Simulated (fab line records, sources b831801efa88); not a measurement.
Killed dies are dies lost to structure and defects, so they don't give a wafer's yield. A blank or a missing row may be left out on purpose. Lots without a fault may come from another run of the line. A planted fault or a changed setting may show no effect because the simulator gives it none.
Which tool did it? | flow gf180mcu | 6 lots, 18 wafers sampled, at 3 steps of a route of 602

WHAT THE GAUGES READ, wafer by wafer
GF_V5_CD_MEAS_14: target cd 260 nm.
lot  | measured     | on        | cd_nm (nm)
L663 | day 27 08:20 | cd_sem-01 | 261.0 260.7 261.4
L666 | day 28 12:06 | cd_sem-02 | 260.6 259.6 260.2
L670 | day 30 04:04 | cd_sem-01 | 258.3 259.3 259.7
L672 | day 30 08:06 | cd_sem-02 | 259.6 261.6 261.9
L676 | day 31 13:37 | cd_sem-01 | 262.2 260.6 262.0
L685 | day 33 12:25 | cd_sem-02 | 261.2 262.2 262.6

WHICH TOOL RAN EACH LOT (tool, then ch and the chambers of the sampled wafers, then the start)
lot  | GF_V4_SPUTTER_21             | GF_M5_STRIP_11
L663 | pvd_sputter-04, day 24 16:14 | plasma_asher-03 ch 0,1, day 26 10:50
L666 | pvd_sputter-01, day 25 20:39 | plasma_asher-04 ch 0,1, day 27 15:23
L670 | pvd_sputter-01, day 27 16:05 | plasma_asher-03 ch 0,1, day 29 08:32
L672 | pvd_sputter-01, day 27 20:22 | plasma_asher-03 ch 0,1, day 29 12:23
L676 | pvd_sputter-04, day 29 05:44 | plasma_asher-03 ch 0,1, day 30 19:31
L685 | pvd_sputter-01, day 31 07:20 | plasma_asher-03 ch 0,1, day 32 19:04
- GF_V4_SPUTTER_21: material Ti, target thk 15 nm, time 80.02 s.
- GF_M5_STRIP_11: strips in O2/N2.

THE ANSWER, worked out from the rows above alone
Rule: what is usual is taken from the lots themselves. Put in order of their means at a reading, lots are off if they are a third of the lots or fewer, leave a main group of 4 or more, and stand apart from it by a gap of 3 or more times the standard deviation of the main group's means; of several such gaps the widest counts. A main group whose means are all the same, to the digits that the tables above print for the reading, isn't used. A lot without any number at a reading at which 4 lots or more have one is off too. The other lots that the step has rows for count as sound.
No lot is off at any reading shown: from this, nothing can be told.

WHAT THE SIMULATOR HAD PUT IN
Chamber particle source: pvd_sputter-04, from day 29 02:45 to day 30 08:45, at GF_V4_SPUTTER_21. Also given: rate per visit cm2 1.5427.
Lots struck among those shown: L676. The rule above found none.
